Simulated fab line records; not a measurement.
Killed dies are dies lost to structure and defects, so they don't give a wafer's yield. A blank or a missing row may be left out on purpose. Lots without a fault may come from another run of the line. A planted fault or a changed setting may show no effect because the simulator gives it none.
A struck lot beside a sound one | flow sky130 | 43 steps out of a route of 708
Sound: these wafers, L709.2, L709.3, L709.4. The struck wafers were L727.1, L727.2, L727.5. The cause is given at the end.
Order at every step that has rows: each side's tool, ch and its chambers, its first start. Under that, the readings that differ: sound wafers | struck wafers | difference of the means | sigmas: that difference in standard deviations of wafers without a fault.
alike: same words and numbers on both sides, and readings whose means sit less than 2 such deviations apart. not compared: any withheld reading, any reading some wafer has no value for, any bound like >300 that may hide the same value, and any number with overlapping values for which the record gives no deviation.
The two part at a step that has a row with sigmas, a row that says differs or no value, or rows on one side only. Numbers that have no deviation but don't overlap get no sigmas and don't part them. Lack of a reading on every wafer of one side parts them only where that side has two or more wafers.

first, 8 steps without rows for these wafers: SKY_METAL2_DEHYDRATE_07 (time 60 s); SKY_METAL2_HMDS_08 (prime time 60 s); SKY_METAL2_COAT_09 (resist thk 60 nm); SKY_METAL2_COAT_10 (resist thk 450 nm); SKY_METAL2_SOFTBAKE_11 (time 90 s); SKY_METAL2_EXPOSE_12 (exposes mask MM2, target cd 140 nm); SKY_METAL2_PEB_13; SKY_METAL2_DEVELOP_14 (develop time 60 s).
SKY_METAL2_CD_MEAS_15: the cd target is 140 nm.
  sound: cd_sem-01 at day 35 19:44; struck: cd_sem-01 at day 41 08:10
  alike: cd_nm
SKY_METAL2_OVL_MEAS_16:
  sound: overlay-01 at day 35 19:50; struck: overlay-01 at day 41 08:17
  alike: METAL2_OVL
then, 1 step without rows for these wafers: SKY_METAL2_DESCUM_17 (chemistry O2, time 8 s).
SKY_METAL2_ETCH_18: etches BARC in N2/H2, stops on SiO2, time 45.9 s, target depth 60 nm.
  sound on rie_metal-01 ch 0,1, day 35 19:54; struck on rie_metal-02 ch 0,1, day 41 08:22
  alike: drypump_motor_current_A, oes_product_au, throttle_valve_pct
  not compared: rf_hours_counter_h
SKY_METAL2_METAL_ETCH_19: etches the open film in Cl2/BCl3, stops on SiO2, target depth 360 nm, time 78 s.
  sound on rie_metal-01 ch 0,1, day 35 19:58; struck on rie_metal-02 ch 0,1, day 41 08:27
  alike: drypump_motor_current_A, oes_product_au, throttle_valve_pct
  not compared: rf_hours_counter_h
SKY_METAL2_STRIP_20: strips in O2/N2.
  sound on plasma_asher-01 ch 0,1, day 35 20:04; struck on plasma_asher-04 ch 0,1, day 41 08:34
  reading               | sound             | struck            | difference | sigmas
  oes_product_au (a.u.) | 0.348 0.349 0.347 | 0.344 0.334 0.332 | -0.011     | -2
  alike: drypump_motor_current_A, o2_flow_sccm, strip_time_to_endpoint_s
  not compared: rf_hours_counter_h
then, 4 steps without rows for these wafers: SKY_METAL2_STRIP_21 (strips in post etch residue remover, time 1200 s); SKY_METAL2_CLEAN_22 (cleans in IPA, time 180 s); SKY_METAL2_CLEAN_23 (cleans in O3/DIW); SKY_VIA2_HDPCVD_00 (deposits SiO2, target thk 1180 nm, time 196.7 s).
SKY_VIA2_THK_MEAS_01:
  sound: film_metro-03 at day 35 20:47; struck: film_metro-03 at day 41 09:23
  alike: VIA2_HDPCVD_THK
then, 1 step without rows for these wafers: SKY_VIA2_CMP_02 (polishes SiO2).
SKY_VIA2_BOW_MEAS_03:
  sound: film_metro-04 at day 35 21:10; struck: film_metro-03 at day 41 09:44
  alike: VIA2_BOW
then, 8 steps without rows for these wafers: SKY_VIA2_DEHYDRATE_04 (time 60 s); SKY_VIA2_HMDS_05 (prime time 60 s); SKY_VIA2_COAT_06 (resist thk 60 nm); SKY_VIA2_COAT_07 (resist thk 450 nm); SKY_VIA2_SOFTBAKE_08 (time 90 s); SKY_VIA2_EXPOSE_09 (exposes mask VIM2, target cd 200 nm); SKY_VIA2_PEB_10; SKY_VIA2_DEVELOP_11 (develop time 60 s).
SKY_VIA2_CD_MEAS_12: the cd target is 200 nm.
  sound: cd_sem-02 at day 36 22:58; struck: cd_sem-02 at day 42 09:50
  alike: cd_nm
SKY_VIA2_OVL_MEAS_13:
  sound: overlay-01 at day 36 23:04; struck: overlay-01 at day 42 09:58
  alike: VIA2_OVL
SKY_VIA2_ETCH_14: etches BARC in N2/H2, stops on SiO2, time 45.9 s, target depth 60 nm.
  sound on rie_diel-04 ch 0,2, day 36 23:06; struck on rie_diel-03 ch 0,1,3, day 42 10:00
  alike: drypump_motor_current_A, oes_product_au, throttle_valve_pct
  not compared: rf_hours_counter_h
then, 5 steps without rows for these wafers: SKY_VIA2_ETCH_15 (etches SiO2 in C4F8/O2/Ar, stops on TiN, target depth 546 nm, time 84 s); SKY_VIA2_STRIP_16 (strips in O2/N2); SKY_VIA2_STRIP_17 (strips in post etch residue remover, time 1200 s); SKY_VIA2_CLEAN_18 (cleans in IPA, time 180 s); SKY_VIA2_CLEAN_19 (cleans in O3/DIW).
SKY_VIA2_SPUTTER_20: material TiN, target thk 20 nm, time 80 s.
  sound: pvd_sputter-02 at day 36 23:50; struck: pvd_sputter-04 at day 42 10:50
  alike: throttle_valve_pct
SKY_VIA2_CVD_21: deposits W, target thk 420 nm, time 126.4 s.
  sound on cvd_w-01 ch 0,1, day 36 23:53; struck on cvd_w-02 ch 0,1, day 42 10:54
  alike: heater_power_w
SKY_VIA2_RS_MEAS_22: the measuring method here is four-point-probe.
  sound: film_metro-04 at day 37 00:02; struck: film_metro-03 at day 42 11:02
  alike: VIA2_W_RS
SKY_VIA2_THK_MEAS_23: measures by xrf.
  sound: film_metro-04 at day 37 00:09; struck: film_metro-03 at day 42 11:09
  alike: VIA2_W_THK
then, 1 step without rows for these wafers: SKY_VIA2_CMP_24 (polishes, stops on SiO2, t overpolish 20 s, target thk 0 nm).
-- the record jumps here: 8 days lie between the struck wafers' starts before and after (it left off in module VIA2 and takes up again in module PAD_OPEN, whose first step shown is number 708 of the route) --
SKY_PAD_OPEN_PROBE_99:
  sound: prober-01 at day 46 08:09; struck: prober-01 at day 50 13:11
  reading                               | sound               | struck            | difference | sigmas
  defect_limited_yield (%)              | 81.5 81.9 83.1      | 76.4 74.0 74.8    | -7.1       | -4
  killed_at_M0_to_M3                    | 48 48 41            | 82 90 81          | +39        | +5
  killed_dies                           | 91 89 83            | 116 128 124       | +35        | +4
  sort_bin_3_pad_short (%)              | 1.4 0.2 0.2         | 2.2 2.6 2.8       | +1.9       | +4
  sort_bin_5_function (%)               | 11.6 10.8 10.4      | 14.6 16.7 16.9    | +5.1       | +3
  sort_n_pass                           | 401 403 409         | 376 364 368       | -35        | -4
  sort_yield_pct (%)                    | 81.5 81.9 83.1      | 76.4 74.0 74.8    | -7.1       | -4
  model.etest.tester.sort_n_pass        | 401 403 409         | 376 364 368       | -35        |
  model.etest.tester.sort_yield_pct (%) | 81.5 81.91 83.13    | 76.42 73.98 74.8  | -7.11      |
  model.etest.tester.sort_bin_5_pct (%) | 11.59 10.77 10.37   | 14.63 16.67 16.87 | +5.15      |
  model.etest.tester.sort_bin_3_pct (%) | 1.423 0.2033 0.2033 | 2.236 2.642 2.846 | +1.965     |
  alike: killed_at_M4_up, killed_at_contacts, killed_at_front_end, killed_at_other, killed_open, killed_short, sort_bin_6_memory

## WHERE THEY PART
At SKY_METAL2_STRIP_20 first; at SKY_PAD_OPEN_PROBE_99 last (within this record only).

WHY: whatever the simulator had introduced
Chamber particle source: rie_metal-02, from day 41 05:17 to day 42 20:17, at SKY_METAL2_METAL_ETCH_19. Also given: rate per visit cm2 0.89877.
